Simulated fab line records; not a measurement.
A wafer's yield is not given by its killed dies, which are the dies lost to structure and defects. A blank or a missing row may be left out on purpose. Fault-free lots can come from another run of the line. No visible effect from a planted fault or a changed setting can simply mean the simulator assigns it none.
Which tool was responsible?    flow sfq-line    42 wafers sampled from 14 lots at 1 step of a route of 325

## WHAT EACH GAUGE READ, for each wafer
The record holds no reading of a measuring or inspecting step that can be judged against a usual standard deviation.

## TOOL THAT RAN EACH LOT (tool first, then ch and the chambers of the sampled wafers, then the start)
lot   SFQ_TRILAYER_I2_VIA_BARC_OPEN_VIA_ETCH_096
L347  rie-diel-04 ch 0,2,3, day 39 22:23
L348  rie-diel-01 ch 0,1,2, day 39 23:50
L349  rie-diel-04 ch 2,3, day 40 09:59
L354  rie-diel-02 ch 0,2, day 43 20:51
L355  rie-diel-02 ch 0,3, day 44 05:51
L356  rie-diel-02 ch 0,1,3, day 44 10:03
L360  rie-diel-04 ch 0,1, day 45 23:10
L361  rie-diel-04 ch 2,3, day 47 01:10
L362  rie-diel-04 ch 0,1,3, day 47 04:29
L366  rie-diel-02 ch 1,2, day 54 05:34
L367  rie-diel-01 ch 0,2, day 54 09:10
L368  rie-diel-04 ch 0,2, day 54 21:10
L369  rie-diel-02 ch 0,3, day 55 08:58
L370  rie-diel-02 ch 0,2, day 55 14:58
- SFQ_TRILAYER_I2_VIA_BARC_OPEN_VIA_ETCH_096: etches BARC in O2, target depth 125 nm, time 41.7 s.

## WHAT THE TOOLS THEMSELVES READ (means of the sampled wafers that have a number; where no wafer has one, the mark that the record gives instead)
SFQ_TRILAYER_I2_VIA_BARC_OPEN_VIA_ETCH_096.
lot   tool         bias-w (W)  drypump-motor-current-A (A)  oes-product-au (a.u.)
L347  rie-diel-04  79.78       5.6                          0.685
L348  rie-diel-01  79.79       6.0                          0.683
L349  rie-diel-04  79.88       5.3                          0.684
L354  rie-diel-02  80.01       5.8                          0.686
L355  rie-diel-02  79.93       5.8                          0.687
L356  rie-diel-02  80.24       6.0                          0.684
L360  rie-diel-04  80.05       5.5                          0.687
L361  rie-diel-04  82.52       5.8                          0.681
L362  rie-diel-04  82.24       5.3                          0.684
L366  rie-diel-02  80.07       6.4                          0.688
L367  rie-diel-01  79.92       5.8                          0.686
L368  rie-diel-04  80.28       5.9                          0.686
L369  rie-diel-02  80.18       5.6                          0.682
L370  rie-diel-02  79.93       5.8                          0.688

## THE ANSWER, worked out from the rows above alone
Rule: the usual values come from the lots themselves. Put in order of their means at a reading, lots are off if they are a third of the lots or fewer, leave a main group of 4 or more, and stand apart from it by a gap of 3 or more times the standard deviation of the main group's means; of several such gaps the widest counts. A main group whose means are all the same, to the digits that the tables above print for the reading, isn't used. Also off: a lot with no number at a reading for which 4 or more lots have one. Where the step has rows for the other lots, those lots are counted as sound. After the gauges, taken in route order, come the tools' own readings; for these a lot's mean is taken, as printed above. The first step at which some lot is off is used, and at that step the reading that is off furthest; a lot without a number counts as furthest.
Off: L361, L362 (SFQ_TRILAYER_I2_VIA_BARC_OPEN_VIA_ETCH_096, bias-w). For the main group the mean is 80.00 W and the standard deviation 0.16.
A tool fits if, at that step or a process step before it, it ran every lot that is off, and no sound lot after the first of them. No candidate that was tried fits.

## WHAT THE SIMULATOR HAD INSERTED
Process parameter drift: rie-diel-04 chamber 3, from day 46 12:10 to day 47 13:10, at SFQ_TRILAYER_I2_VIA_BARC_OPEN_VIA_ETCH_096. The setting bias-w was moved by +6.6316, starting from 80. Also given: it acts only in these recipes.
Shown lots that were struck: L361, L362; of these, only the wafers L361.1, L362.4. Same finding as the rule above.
